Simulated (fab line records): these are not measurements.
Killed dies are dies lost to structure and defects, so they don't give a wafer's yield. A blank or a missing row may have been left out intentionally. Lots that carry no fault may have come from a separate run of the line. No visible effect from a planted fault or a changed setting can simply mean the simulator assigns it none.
One fault seen from 2 desks	flow gf180mcu	what lay behind the numbers comes last; until then each desk has only its own

## AT THE METROLOGY DESK
What the gauges read, lot by lot, whatever tool the lot ran on: means of the sampled wafers that have a number. Marked OUT: a lot whose mean sits more than 4 standard deviations from the usual mean, which makes it out of limits; the brackets give that distance.
Columns: A = STI_OXIDATION_02_THK at GF_STI_THK_MEAS_30, usual 10.03 nm; B = DNWELL_TW at GF_DNWELL_TW_MEAS_09, usual 1364; C = cd_nm at GF_POLY_GATE_CD_MEAS_18, usual 280.3 nm; D = PSD_OVL at GF_PSD_OVL_MEAS_08, usual -0.5 nm
lot	first seen here	A	B	C	D
L653	day 2 11:08	9.89	1378	278.1	-1.0
L654	day 2 18:55	9.85	1375	281.6	2.3
L655	day 2 22:59	9.68	1365	279.6	0.2
L656	day 3 04:53	10.05	1358	279.9	1.6
L657	day 3 07:43	9.79	1365	280.7	-0.3
L658	day 3 12:39	10.09	1373	281.6	-1.9
L659	day 3 19:58	10.50	1369	281.3	-2.1
L660	day 4 00:02	9.96	1351	279.0	0.5
L663	day 4 15:04	10.14	1357	280.0	-0.6
L664	day 4 23:11	9.97	1356	279.9	-2.2
L666	day 5 06:59	9.90	1362	280.6	1.1
L667	day 5 12:50	9.97	1324 (-5.1) OUT	280.7	-0.9
L668	day 5 19:08	9.95	1360	282.2	-1.0
L669	day 5 22:52	10.09	1314 (-6.4) OUT	280.9	1.1
This desk finds L667, L669 out of limits, with the earliest case on L667 at day 6 03:32 (DNWELL_TW at GF_DNWELL_TW_MEAS_09). L653, L654, L655, L656, L657, L658, L659, L660, L663, L664, L666, L668 stayed within limits.

## TOOL OWNER'S DESK, implanter-01
The tool's own readings at GF_DNWELL_IMPLANT_07: means of the sampled wafers that have a number, for each lot that ran on this tool. Marked OUT: a lot whose mean sits more than 4 standard deviations from the usual mean, which makes it out of limits; the brackets give that distance.
Columns: A = dose_ions_cm2 at GF_DNWELL_IMPLANT_07, usual 9.999e+12; B = faraday_current_uA at GF_DNWELL_IMPLANT_07, usual 56.6
lot	first seen here	A	B
L658	day 4 01:20	9.992e+12	56.0
L664	day 5 13:10	1.000e+13	56.4
L666	day 5 21:52	1.000e+13	55.4
L667	day 6 03:20	9.010e+12 (-82) OUT	52.4
L669	day 6 13:44	9.010e+12 (-82) OUT	51.0 (-4.6) OUT
This desk finds L667, L669 out of limits, L667 being first, at day 6 03:20 (dose_ions_cm2 at GF_DNWELL_IMPLANT_07). L658, L664, L666 stayed within limits.

## PUT TOGETHER
At day 6 03:20, on L667, L669, the tool owner's desk was in a position to raise an alarm.
L667, L669 would have let the metrology desk raise an alarm at day 6 03:32.
All the named lots went through GF_DNWELL_IMPLANT_07 on implanter-01.

## WHAT THE SIMULATOR HAD INSERTED
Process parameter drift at GF_DNWELL_IMPLANT_07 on implanter-01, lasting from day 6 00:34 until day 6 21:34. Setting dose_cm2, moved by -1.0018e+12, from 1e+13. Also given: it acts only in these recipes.
Lots struck among those shown: L667, L669.
Counting hours from when the fault started, the first reading out of limits came at 3 for the tool owner's desk and at 3 for the metrology desk.
